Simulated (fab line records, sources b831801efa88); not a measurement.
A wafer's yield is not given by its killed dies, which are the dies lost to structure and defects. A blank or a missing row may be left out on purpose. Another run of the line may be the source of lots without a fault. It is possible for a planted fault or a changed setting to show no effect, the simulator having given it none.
Which tool did it? + flow sfq_line + 14 lots with 42 wafers sampled at 5 steps, on a route of 325 steps

== WHAT THE GAUGES READ, wafer by wafer ==
SFQ_M6_RS_MEAS_938: uses a four-point probe to measure.
| lot  | measured     | on            | M6_NB_RS (ohm/sq) |
|------|--------------|---------------|-------------------|
| L626 | day 63 00:02 | film_metro-04 | 0.890 0.901 0.900 |
| L627 | day 63 01:14 | film_metro-02 | 0.902 0.909 0.899 |
| L630 | day 70 16:34 | film_metro-04 | 0.883 0.886 0.892 |
| L631 | day 71 01:55 | film_metro-01 | 0.877 0.871 0.877 |
| L634 | day 74 11:26 | film_metro-01 | - - -             |
| L635 | day 75 21:01 | film_metro-02 | - - -             |
| L636 | day 76 00:01 | film_metro-02 | 0.897 0.904 0.898 |
| L637 | day 76 01:49 | film_metro-04 | 0.894 0.897 0.889 |
| L642 | day 76 16:14 | film_metro-04 | 0.902 0.894 0.887 |
| L643 | day 77 04:01 | film_metro-02 | 0.911 0.908 0.913 |
| L644 | day 77 09:13 | film_metro-04 | 0.891 0.894 0.891 |
| L645 | day 77 16:31 | film_metro-04 | 0.889 0.889 0.895 |
| L646 | day 77 17:43 | film_metro-04 | 0.869 0.875 0.882 |
| L648 | day 78 00:21 | film_metro-04 | 0.885 0.887 0.888 |

== TOOL THAT RAN EACH LOT (tool first, then ch and the chambers of the sampled wafers, then the start) ==
| lot  | SFQ_TRILAYER_M5_STRIP_STRIP_127   | SFQ_TRILAYER_R5_DEP_SPUTTER_134 | SFQ_TRILAYER_I5_ETCH_VIA_ETCH_147  | SFQ_TRILAYER_M6_DEP_SPUTTER_157 |
|------|-----------------------------------|---------------------------------|------------------------------------|---------------------------------|
| L626 | rie_metal-03 ch 0,1, day 47 00:34 | pvd_sputter-03, day 47 12:32    | rie_diel-02 ch 1,3, day 58 11:13   | pvd_sputter-06, day 62 23:55    |
| L627 | rie_metal-04 ch 0,1, day 47 01:47 | pvd_sputter-03, day 47 15:32    | rie_diel-02 ch 1,2, day 58 16:01   | pvd_sputter-04, day 63 01:07    |
| L630 | rie_metal-04 ch 0, day 59 23:38   | pvd_sputter-05, day 60 04:46    | rie_diel-04 ch 1,2, day 65 23:50   | pvd_sputter-06, day 70 16:25    |
| L631 | rie_metal-02 ch 0,1, day 60 10:14 | pvd_sputter-03, day 60 15:23    | rie_diel-03 ch 0,2, day 66 09:26   | pvd_sputter-05, day 71 01:49    |
| L634 | rie_metal-02 ch 0,1, day 63 16:44 | pvd_sputter-03, day 63 22:24    | rie_diel-03 ch 0,1,3, day 69 10:38 | pvd_sputter-05, day 74 11:21    |
| L635 | rie_metal-03 ch 0,1, day 63 20:20 | pvd_sputter-04, day 64 01:28    | rie_diel-04 ch 1,2, day 71 05:44   | pvd_sputter-06, day 75 20:56    |
| L636 | rie_metal-03 ch 0,1, day 64 01:08 | pvd_sputter-05, day 64 06:16    | rie_diel-02 ch 1,2, day 71 06:56   | pvd_sputter-05, day 75 23:56    |
| L637 | rie_metal-03 ch 1, day 64 11:56   | pvd_sputter-03, day 64 17:04    | rie_diel-03 ch 1,2,3, day 71 08:08 | pvd_sputter-04, day 76 01:44    |
| L642 | rie_metal-02 ch 0,1, day 66 04:52 | pvd_sputter-03, day 66 21:31    | rie_diel-02 ch 1,2,3, day 71 18:53 | pvd_sputter-05, day 76 16:09    |
| L643 | rie_metal-02 ch 0,1, day 66 12:04 | pvd_sputter-05, day 67 04:10    | rie_diel-02 ch 0,1,3, day 76 23:49 | pvd_sputter-06, day 77 03:55    |
| L644 | rie_metal-04 ch 0,1, day 66 15:40 | pvd_sputter-04, day 67 07:10    | rie_diel-04 ch 1,2, day 77 04:37   | pvd_sputter-06, day 77 09:06    |
| L645 | rie_metal-03 ch 0,1, day 66 18:04 | pvd_sputter-05, day 67 09:31    | rie_diel-02 ch 0,1,2, day 77 10:37 | pvd_sputter-05, day 77 16:25    |
| L646 | rie_metal-04 ch 0,1, day 67 02:28 | pvd_sputter-04, day 67 12:31    | rie_diel-04 ch 0,1, day 77 13:01   | pvd_sputter-06, day 77 17:37    |
| L648 | rie_metal-04 ch 0,1, day 67 13:28 | pvd_sputter-04, day 67 18:34    | rie_diel-04 ch 0,2,3, day 77 17:49 | pvd_sputter-05, day 78 00:04    |
- SFQ_TRILAYER_M5_STRIP_STRIP_127: strips in O2.
- SFQ_TRILAYER_R5_DEP_SPUTTER_134: material Ti, target thk 5 nm, time 5 s.
- SFQ_TRILAYER_I5_ETCH_VIA_ETCH_147: etches the open film in CHF3, stops on Nb, target depth 360 nm.
- SFQ_TRILAYER_M6_DEP_SPUTTER_157: material Nb, target thk 200 nm, time 133.3 s.

== AS READ BY THE TOOLS THEMSELVES (means over the sampled wafers that have a number; for cases with no such wafer, the mark the record gives instead) ==
SFQ_TRILAYER_M5_STRIP_STRIP_127.
| lot  | tool         | chamber_pressure_mTorr (mTorr) | drypump_motor_current_A (A) | oes_product_au (a.u.) |
|------|--------------|--------------------------------|-----------------------------|-----------------------|
| L626 | rie_metal-03 | 50.00                          | 6.3                         | 0.999                 |
| L627 | rie_metal-04 | 50.00                          | 5.1                         | 1.004                 |
| L630 | rie_metal-04 | 49.95                          | 4.8                         | 1.000                 |
| L631 | rie_metal-02 | 49.94                          | 5.5                         | 0.990                 |
| L634 | rie_metal-02 | 49.97                          | 5.5                         | 0.995                 |
| L635 | rie_metal-03 | 49.98                          | 6.3                         | 1.004                 |
| L636 | rie_metal-03 | 49.96                          | 6.3                         | 0.995                 |
| L637 | rie_metal-03 | 50.01                          | 6.1                         | 0.996                 |
| L642 | rie_metal-02 | 50.02                          | 5.8                         | 0.996                 |
| L643 | rie_metal-02 | 49.94                          | 5.5                         | 1.003                 |
| L644 | rie_metal-04 | 49.95                          | 5.5                         | 0.996                 |
| L645 | rie_metal-03 | 49.95                          | 6.3                         | 1.001                 |
| L646 | rie_metal-04 | 50.04                          | 5.5                         | 1.004                 |
| L648 | rie_metal-04 | 49.98                          | 5.1                         | 1.005                 |

SFQ_TRILAYER_R5_DEP_SPUTTER_134.
| lot  | tool           | base_pressure_pa (Pa) | cathode_dc_power_W (W) | throttle_valve_pct (%) |
|------|----------------|-----------------------|------------------------|------------------------|
| L626 | pvd_sputter-03 | 1.39e-06              | 2000.2                 | 29.5                   |
| L627 | pvd_sputter-03 | 1.35e-06              | 1999.6                 | 29.2                   |
| L630 | pvd_sputter-05 | 1.32e-06              | 1999.6                 | 30.4                   |
| L631 | pvd_sputter-03 | 1.34e-06              | 2000.2                 | 29.8                   |
| L634 | pvd_sputter-03 | 1.33e-06              | 2000.5                 | 29.7                   |
| L635 | pvd_sputter-04 | 1.32e-06              | 2000.1                 | 29.5                   |
| L636 | pvd_sputter-05 | 1.25e-06              | 2000.2                 | 29.6                   |
| L637 | pvd_sputter-03 | 1.35e-06              | 1999.8                 | 30.1                   |
| L642 | pvd_sputter-03 | 1.45e-06              | 1999.8                 | 29.5                   |
| L643 | pvd_sputter-05 | 1.38e-06              | 2000.0                 | 29.5                   |
| L644 | pvd_sputter-04 | 1.25e-06              | 2000.1                 | 30.0                   |
| L645 | pvd_sputter-05 | 1.30e-06              | 1999.9                 | 29.7                   |
| L646 | pvd_sputter-04 | 1.38e-06              | 2000.2                 | 29.4                   |
| L648 | pvd_sputter-04 | 1.36e-06              | 2000.3                 | 29.2                   |

SFQ_TRILAYER_I5_ETCH_VIA_ETCH_147.
| lot  | tool        | chamber_pressure_mTorr (mTorr) | drypump_motor_current_A (A) | oes_product_au (a.u.) | rf_fwd_power_W (W) |
|------|-------------|--------------------------------|-----------------------------|-----------------------|--------------------|
| L626 | rie_diel-02 | 29.983                         | 5.9                         | 0.992                 | 498.3              |
| L627 | rie_diel-02 | 30.011                         | 5.5                         | 0.987                 | 498.0              |
| L630 | rie_diel-04 | 30.002                         | 5.6                         | 0.991                 | 498.0              |
| L631 | rie_diel-03 | 29.997                         | 6.0                         | 0.993                 | 500.8              |
| L634 | rie_diel-03 | 29.998                         | 6.2                         | 0.988                 | 499.3              |
| L635 | rie_diel-04 | 30.002                         | 5.6                         | 0.990                 | 498.3              |
| L636 | rie_diel-02 | 29.972                         | 5.5                         | 0.985                 | 498.9              |
| L637 | rie_diel-03 | 29.991                         | 6.1                         | 0.987                 | 498.9              |
| L642 | rie_diel-02 | 30.024                         | 5.7                         | 0.988                 | 499.4              |
| L643 | rie_diel-02 | 29.997                         | 6.0                         | 0.988                 | 499.1              |
| L644 | rie_diel-04 | 30.006                         | 5.6                         | 0.994                 | 500.4              |
| L645 | rie_diel-02 | 30.014                         | 5.8                         | 0.994                 | 497.5              |
| L646 | rie_diel-04 | 30.009                         | 5.9                         | 0.985                 | 498.6              |
| L648 | rie_diel-04 | 30.037                         | 6.0                         | 0.985                 | 498.4              |

SFQ_TRILAYER_M6_DEP_SPUTTER_157.
| lot  | tool           | base_pressure_pa (Pa) | cathode_dc_power_W (W) | throttle_valve_pct (%) |
|------|----------------|-----------------------|------------------------|------------------------|
| L626 | pvd_sputter-06 | 1.26e-06              | 1999.7                 | 28.8                   |
| L627 | pvd_sputter-04 | 1.30e-06              | 2000.1                 | 30.1                   |
| L630 | pvd_sputter-06 | 1.34e-06              | 2000.4                 | 28.6                   |
| L631 | pvd_sputter-05 | 1.33e-06              | 2000.2                 | 29.5                   |
| L634 | pvd_sputter-05 | -                     | -                      | -                      |
| L635 | pvd_sputter-06 | -                     | -                      | -                      |
| L636 | pvd_sputter-05 | 1.35e-06              | 2000.0                 | 29.1                   |
| L637 | pvd_sputter-04 | 1.36e-06              | 1999.9                 | 29.9                   |
| L642 | pvd_sputter-05 | 1.28e-06              | 2000.0                 | 29.5                   |
| L643 | pvd_sputter-06 | 1.32e-06              | 2000.2                 | 29.1                   |
| L644 | pvd_sputter-06 | 1.40e-06              | 2000.1                 | 29.1                   |
| L645 | pvd_sputter-05 | 1.40e-06              | 2000.3                 | 30.0                   |
| L646 | pvd_sputter-06 | 1.31e-06              | 1999.5                 | 29.5                   |
| L648 | pvd_sputter-05 | 1.32e-06              | 2000.0                 | 30.0                   |

== THE ANSWER, worked out from the rows above alone ==
Rule: what is usual is taken from the lots themselves. The widest of any qualifying gaps counts: lots, ordered by their means at a reading, are off when they make up no more than a third of the lots, leave a main group of 4 or more, and stand apart from it by 3 or more times the standard deviation of that group's means. If all means in a main group match to the digits the tables above print for the reading, that group is not used. A lot without any number at a reading at which 4 lots or more have one is off too. Any other lot the step has rows for is counted as sound. The gauges are gone through in route order, then the tools' own readings, and for those a lot's mean is taken as printed above. The first step at which some lot is off is used, and at that step the reading that is off furthest; a lot without a number counts as furthest.
Off: L634, L635, seen at SFQ_M6_RS_MEAS_938 (M6_NB_RS). Without a number there: L634, L635. Main group: mean 0.892 ohm/sq, sd 0.01.
If a tool, at a process step before that reading, ran all the lots that are off and no sound lot after the first of them, it fits. The gauges at SFQ_M6_RS_MEAS_938 aren't tried: what is off there is off at SFQ_TRILAYER_M6_DEP_SPUTTER_157 too, on other tools, and a gauge's error can't cause that. Not one of the candidates tried fits.

== WHAT THE SIMULATOR PUT IN ==
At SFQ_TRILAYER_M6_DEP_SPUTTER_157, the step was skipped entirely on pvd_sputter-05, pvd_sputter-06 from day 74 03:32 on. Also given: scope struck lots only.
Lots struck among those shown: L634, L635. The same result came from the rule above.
